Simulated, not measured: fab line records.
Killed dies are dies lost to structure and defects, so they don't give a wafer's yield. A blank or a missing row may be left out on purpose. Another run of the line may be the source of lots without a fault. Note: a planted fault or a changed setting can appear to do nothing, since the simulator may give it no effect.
Chamber matching | flow sky130 | cmp-02 running SKY_VIA1_CMP_02: 4 sister chambers
The step polishes SiO2. 18 wafers are shown with their chamber, then 9 later ones without.

## WAFERS WITH THEIR CHAMBER
wafer  | chamber | motorCurrentA (A) | platenRpm (rpm)
L818.2 | 1       | 10.8              | 60.01
L818.4 | 3       | 10.8              | 60.00
L818.6 | 3       | 10.6              | 59.99
L821.2 | 0       | 12.5              | 59.98
L821.3 | 3       | 10.9              | 60.06
L821.5 | 2       | 11.4              | 60.02
L824.1 | 3       | 10.1              | 60.03
L824.4 | 1       | 11.1              | 60.04
L824.6 | 0       | 12.8              | 59.94
L823.2 | 0       | 13.0              | 60.02
L823.3 | 3       | 10.6              | 60.02
L823.5 | 2       | 11.5              | 59.97
L825.2 | 0       | 12.7              | 60.06
L825.3 | 2       | 11.6              | 59.97
L825.6 | 1       | 11.9              | 60.05
L827.4 | 0       | 13.0              | 59.93
L827.5 | 3       | 10.3              | 59.97
L827.6 | 0       | 12.9              | 60.09

SIGNATURES, as means of the wafers listed above
reading       | chamber 0 | chamber 1 | chamber 2 | chamber 3 | scatter within a chamber
motorCurrentA | 12.817    | 11.267    | 11.500    | 10.550    | 0.306
platenRpm     | 60.0033   | 60.0333   | 59.9867   | 60.0117   | 0.0452
Rule: a wafer's distance from a chamber is the root of the sum, over the readings, of the square of ((its reading less the chamber's mean) divided by the reading's scatter). If the next closest chamber is less than 2 further off than the closest, the wafer can't be placed; otherwise it belongs to the closest. The scatter: the root of (the sum of the squares of (reading less its chamber's mean) over the shown wafers, divided by (wafers less chambers)).

## WAFERS WITHOUT THEIR CHAMBER
wafer  | motorCurrentA (A) | platenRpm (rpm)
L828.3 | 10.6              | 59.95
L828.4 | 12.9              | 60.01
L828.5 | 12.7              | 60.12
L836.1 | 10.4              | 59.99
L836.2 | 12.3              | 60.03
L836.4 | 11.0              | 59.98
L839.1 | 11.2              | 59.95
L839.5 | 13.0              | 60.00
L839.6 | 11.3              | 59.96

## CHAMBER TAKEN BY EACH
wafer  | from the rows above          | in truth
L828.3 | can't be placed: 3 or 1 or 2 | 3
L828.4 | 0                            | 0
L828.5 | 0                            | 0
L836.1 | 3                            | 3
L836.2 | can't be placed: 0 or 2 or 1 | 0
L836.4 | can't be placed: 1 or 3 or 2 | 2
L839.1 | can't be placed: 2 or 1 or 3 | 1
L839.5 | 0                            | 0
L839.6 | can't be placed: 2 or 1 or 3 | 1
Correctly placed: 4 of 9. Cannot be placed on the basis of these rows: 5; the candidates contain the true chamber in 5. Placed wrongly: 0.
